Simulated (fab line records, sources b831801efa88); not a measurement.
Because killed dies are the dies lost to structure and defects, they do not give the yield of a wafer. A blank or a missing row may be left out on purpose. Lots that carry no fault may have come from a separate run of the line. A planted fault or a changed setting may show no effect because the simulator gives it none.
What tool caused it? ; flow sky130 ; 24 lots with 72 wafers sampled at 5 steps, on a route of 708 steps

WHAT THE GAUGES SHOWED, per wafer
SKY_CONTACT_OVL_MEAS_15. Usual: for CONTACT_OVL the level is -1 nm and the standard deviation is 5.2.
lot;measured;on;CONTACT_OVL (nm);flag
L074;day 32 10:25;overlay-01;-2 -2 -8;
L075;day 32 20:56;overlay-01;5 0 -4;
L076;day 33 00:04;overlay-02;-6 -4 -1;
L077;day 33 13:38;overlay-01;-6 -2 -5;
L078;day 33 22:25;overlay-01;-6 2 4;
L079;day 33 22:42;overlay-02;7 2 3;
L080;day 34 06:00;overlay-01;-2 1 1;
L081;day 34 21:50;overlay-01;6 10 6;
L082;day 35 03:25;overlay-01;3 5 2;
L083;day 35 12:23;overlay-02;-3 4 2;
L084;day 35 16:50;overlay-02;1 1 1;
L085;day 36 02:55;overlay-02;3 -2 6;
L086;day 36 03:55;overlay-02;2 -11 2;
L087;day 36 13:07;overlay-01;-4 -5 -2;
L088;day 37 00:44;overlay-02;15 12 4;
L089;day 37 06:37;overlay-01;-2 -5 7;
L090;day 37 20:47;overlay-02;-7 -8 -9;
L091;day 38 00:47;overlay-01;-6 -7 0;
L092;day 38 02:29;overlay-01;1 -8 2;
L093;day 38 07:44;overlay-02;-2 0 -4;
L094;day 38 17:25;overlay-01;-2 -9 -5;
L095;day 39 03:47;overlay-01;7 3 -4;
L096;day 39 04:32;overlay-01;-4 -2 -5;
L097;day 39 07:58;overlay-01;1 1 -3;

SKY_METAL5_THK_MEAS_06: measures by xrf. Usual: for METAL5_ALCU_THK the level is 1141 nm and the standard deviation is 13.
lot;measured;on;METAL5_ALCU_THK (nm);flag
L074;day 43 22:50;film metro-01;1170 1177 1181;
L075;day 44 07:34;film metro-01;1127 1149 1148;
L076;day 44 05:18;film metro-01;1146 1142 1144;
L077;day 44 20:19;film metro-02;1162 1145 1142;
L078;day 45 02:50;film metro-02;1159 1154 1156;
L079;day 45 04:12;film metro-02;1136 1133 1142;
L080;day 45 09:04;film metro-03;1141 1139 1134;
L081;day 45 22:14;film metro-03;1150 1148 1146;
L082;day 46 03:02;film metro-03;1143 1127 1130;
L083;day 46 09:00;film metro-03;1117 1120 1122;
L084;day 46 14:58;film metro-02;1151 1135 1147;
L085;day 46 20:50;film metro-02;1160 1149 1133;
L086;day 46 21:42;film metro-03;1135 1137 1135;
L087;day 47 06:19;film metro-02;1123 1128 1133;
L088;day 47 14:54;film metro-01;1134 1145 1151;
L089;day 47 20:07;film metro-01;1145 1136 1139;
L090;day 48 06:29;film metro-03;1158 1131 1153;
L091;day 48 11:23;film metro-01;1130 1134 1125;
L092;day 48 12:02;film metro-03;1133 1118 1130;
L093;day 48 15:29;film metro-03;1142 1130 1149;
L094;day 48 22:17;film metro-03;1140 1136 1131;
L095;day 49 04:47;film metro-02;1148 1144 1141;
L096;day 49 06:32;film metro-01;1133 1145 1129;
L097;day 49 08:56;film metro-01;1139 1129 1133;

WHICH TOOL RAN EACH LOT (tool, then ch and the chambers of the sampled wafers, then the start)
lot;SKY_NWELL_STRIP_25;SKY_CONTACT_ETCH_17;SKY_CAP2M_STRIP_14
L074;plasma asher-02 ch 0,1, day 5 15:38;rie diel-02 ch 1,2, day 32 10:29;plasma asher-04 ch 0,1, day 41 18:31
L075;plasma asher-02 ch 0,1, day 5 19:26;rie diel-01 ch 1,2,3, day 32 21:01;plasma asher-02 ch 0,1, day 42 04:44
L076;plasma asher-01 ch 0,1, day 6 01:08;rie diel-01 ch 0,3, day 33 00:09;plasma asher-02 ch 1, day 42 03:40
L077;plasma asher-01 ch 0,1, day 6 09:06;rie diel-02 ch 0,2, day 33 13:43;plasma asher-04 ch 0,1, day 42 18:11
L078;plasma asher-04 ch 1, day 6 15:42;rie diel-02 ch 0,2, day 33 22:30;plasma asher-04 ch 0, day 43 00:20
L079;plasma asher-04 ch 0,1, day 6 19:49;rie diel-01 ch 0,3, day 33 22:46;plasma asher-04 ch 0,1, day 43 01:51
L080;plasma asher-02 ch 0,1, day 6 23:25;rie diel-01 ch 0,3, day 34 06:04;plasma asher-03 ch 0,1, day 43 07:13
L081;plasma asher-02 ch 0,1, day 7 07:04;rie diel-01 ch 0,2,3, day 34 21:53;plasma asher-04 ch 0,1, day 43 21:52
L082;plasma asher-01 ch 0,1, day 7 13:57;rie diel-04 ch 0,1,3, day 35 03:30;plasma asher-03 ch 0,1, day 44 02:25
L083;plasma asher-01 ch 0,1, day 7 18:29;rie diel-01 ch 1,2,3, day 35 12:27;plasma asher-04 ch 0,1, day 44 08:38
L084;plasma asher-01 ch 0,1, day 7 23:20;rie diel-01 ch 0,2, day 35 16:54;plasma asher-02 ch 0,1, day 44 15:14
L085;plasma asher-02 ch 0,1, day 8 06:59;rie diel-02 ch 0,2,3, day 36 02:59;plasma asher-04 ch 0,1, day 44 20:53
L086;plasma asher-04 ch 0,1, day 8 12:11;rie diel-01 ch 0,2,3, day 36 03:59;plasma asher-03 ch 0,1, day 44 21:29
L087;plasma asher-02 ch 0,1, day 8 15:56;rie diel-04 ch 0,1, day 36 13:11;plasma asher-02 ch 0,1, day 45 08:34
L088;plasma asher-04 ch 0,1, day 9 02:14;rie diel-02 ch 0,2,3, day 37 00:47;plasma asher-02 ch 0,1, day 45 17:09
L089;plasma asher-01 ch 0,1, day 9 07:35;rie diel-02 ch 0,3, day 37 06:41;plasma asher-04 ch 1, day 45 22:19
L090;plasma asher-02 ch 0,1, day 9 15:57;rie diel-02 ch 0,2,3, day 37 20:51;plasma asher-03 ch 0,1, day 46 08:28
L091;plasma asher-04 ch 0,1, day 9 20:15;rie diel-01 ch 0,2, day 38 00:53;plasma asher-02 ch 0,1, day 46 14:31
L092;plasma asher-01 ch 0,1, day 9 22:58;rie diel-04 ch 0,2, day 38 02:33;plasma asher-03 ch 0,1, day 46 14:59
L093;plasma asher-02 ch 0,1, day 10 04:32;rie diel-02 ch 0,1,2, day 38 07:49;plasma asher-03 ch 0,1, day 46 18:31
L094;plasma asher-04 ch 0,1, day 10 14:26;rie diel-02 ch 0,2,3, day 38 17:29;plasma asher-04 ch 0,1, day 47 01:13
L095;plasma asher-01 ch 0,1, day 10 23:06;rie diel-02 ch 1,3, day 39 03:52;plasma asher-03 ch 0,1, day 47 09:04
L096;plasma asher-04 ch 0,1, day 11 00:22;rie diel-04 ch 1,2, day 39 04:36;plasma asher-03 ch 0,1, day 47 10:03
L097;plasma asher-02 ch 0, day 11 03:17;rie diel-04 ch 2,3, day 39 08:03;plasma asher-04 ch 0,1, day 47 14:16
- SKY_NWELL_STRIP_25: strips in O2/N2.
- SKY_CONTACT_ETCH_17: etches SiO2 in C4F8/O2/Ar, stops on Si3N4, target depth 340 nm.
- SKY_CAP2M_STRIP_14: strips in O2/N2.

AS READ BY THE TOOLS THEMSELVES (means over the sampled wafers that have a number; for cases with no such wafer, the mark the record gives instead)
SKY_NWELL_STRIP_25. Usual: drypump motor current A 5.8 A, standard deviation 0.34; oes product au 0.723 a.u., standard deviation 0.0045; strip time to endpoint s 36.90 s, standard deviation 0.11.
lot;tool;drypump motor current A (A);oes product au (a.u.);strip time to endpoint s (s);flag
L074;plasma asher-02;5.8;0.722;36.89;
L075;plasma asher-02;5.8;0.721;36.98;
L076;plasma asher-01;5.6;0.726;36.94;
L077;plasma asher-01;5.4;0.719;37.02;
L078;plasma asher-04;6.3;0.721;36.96;
L079;plasma asher-04;6.0;0.724;36.81;
L080;plasma asher-02;5.9;0.721;36.85;
L081;plasma asher-02;5.8;0.723;36.95;
L082;plasma asher-01;5.4;0.721;36.90;
L083;plasma asher-01;5.4;0.723;36.80;
L084;plasma asher-01;5.5;0.720;36.84;
L085;plasma asher-02;5.9;0.720;37.07;
L086;plasma asher-04;6.1;0.725;36.76;
L087;plasma asher-02;5.9;0.720;36.90;
L088;plasma asher-04;5.8;0.717;36.96;
L089;plasma asher-01;5.6;0.726;36.71;
L090;plasma asher-02;5.9;0.723;36.96;
L091;plasma asher-04;6.1;0.720;36.95;
L092;plasma asher-01;5.6;0.723;36.76;
L093;plasma asher-02;5.8;0.722;36.93;
L094;plasma asher-04;6.1;0.727;36.83;
L095;plasma asher-01;5.6;0.724;37.05;
L096;plasma asher-04;6.1;0.724;36.80;
L097;plasma asher-02;5.6;0.720;36.96;

SKY_CONTACT_ETCH_17. Usual: 0.892 a.u. for oes product au, sd 0.0048.
lot;tool;oes product au (a.u.);flag
L074;rie diel-02;0.891;
L075;rie diel-01;0.891;
L076;rie diel-01;0.891;
L077;rie diel-02;0.895;
L078;rie diel-02;0.892;
L079;rie diel-01;0.895;
L080;rie diel-01;0.895;
L081;rie diel-01;0.889;
L082;rie diel-04;0.889;
L083;rie diel-01;0.898;
L084;rie diel-01;0.892;
L085;rie diel-02;0.888;
L086;rie diel-01;0.897;
L087;rie diel-04;0.890;
L088;rie diel-02;0.892;
L089;rie diel-02;0.893;
L090;rie diel-02;0.895;
L091;rie diel-01;0.895;
L092;rie diel-04;0.887;
L093;rie diel-02;0.897;
L094;rie diel-02;0.892;
L095;rie diel-02;0.893;
L096;rie diel-04;0.894;
L097;rie diel-04;0.892;

SKY_CAP2M_STRIP_14. Usual: drypump motor current A 5.7 A, standard deviation 0.39; oes product au 0.710 a.u., standard deviation 0.0046; strip time to endpoint s 12.64 s, standard deviation 0.039.
lot;tool;drypump motor current A (A);oes product au (a.u.);strip time to endpoint s (s);flag
L074;plasma asher-04;5.8;0.708;12.67;
L075;plasma asher-02;6.0;0.704;12.62;
L076;plasma asher-02;6.1;0.711;12.67;
L077;plasma asher-04;5.8;0.714;12.68;
L078;plasma asher-04;5.6;0.710;12.68;
L079;plasma asher-04;5.8;0.713;12.59;
L080;plasma asher-03;5.3;0.710;12.66;
L081;plasma asher-04;5.8;0.711;12.60;
L082;plasma asher-03;5.2;0.707;12.63;
L083;plasma asher-04;6.1;0.710;12.63;
L084;plasma asher-02;5.9;0.709;12.69;
L085;plasma asher-04;5.8;0.714;12.60;
L086;plasma asher-03;5.3;0.714;12.62;
L087;plasma asher-02;5.8;0.707;12.60;
L088;plasma asher-02;5.9;0.708;12.64;
L089;plasma asher-04;6.3;0.711;12.63;
L090;plasma asher-03;5.2;0.710;12.64;
L091;plasma asher-02;5.8;0.713;12.65;
L092;plasma asher-03;5.2;0.712;12.62;
L093;plasma asher-03;5.2;0.716;12.65;
L094;plasma asher-04;5.8;0.714;12.66;
L095;plasma asher-03;5.2;0.709;12.63;
L096;plasma asher-03;5.2;0.712;12.63;
L097;plasma asher-04;6.0;0.706;12.63;

THE ANSWER, worked out from the rows above alone
Rule: lot off if the mean of its wafers having a number is beyond 3 standard deviations from the usual mean. Also off: a lot with no number at a reading for which 4 or more lots have one. Any other lot the step has rows for is counted as sound. The gauges are gone through in route order, then the tools' own readings, and for those a lot's mean is taken as printed above. The first step at which some lot is off is used, and at that step the reading that is off furthest; a lot without a number counts as furthest.
No lot is off at any reading shown: from this, nothing can be told.

WHAT WAS PUT IN BY THE SIMULATOR
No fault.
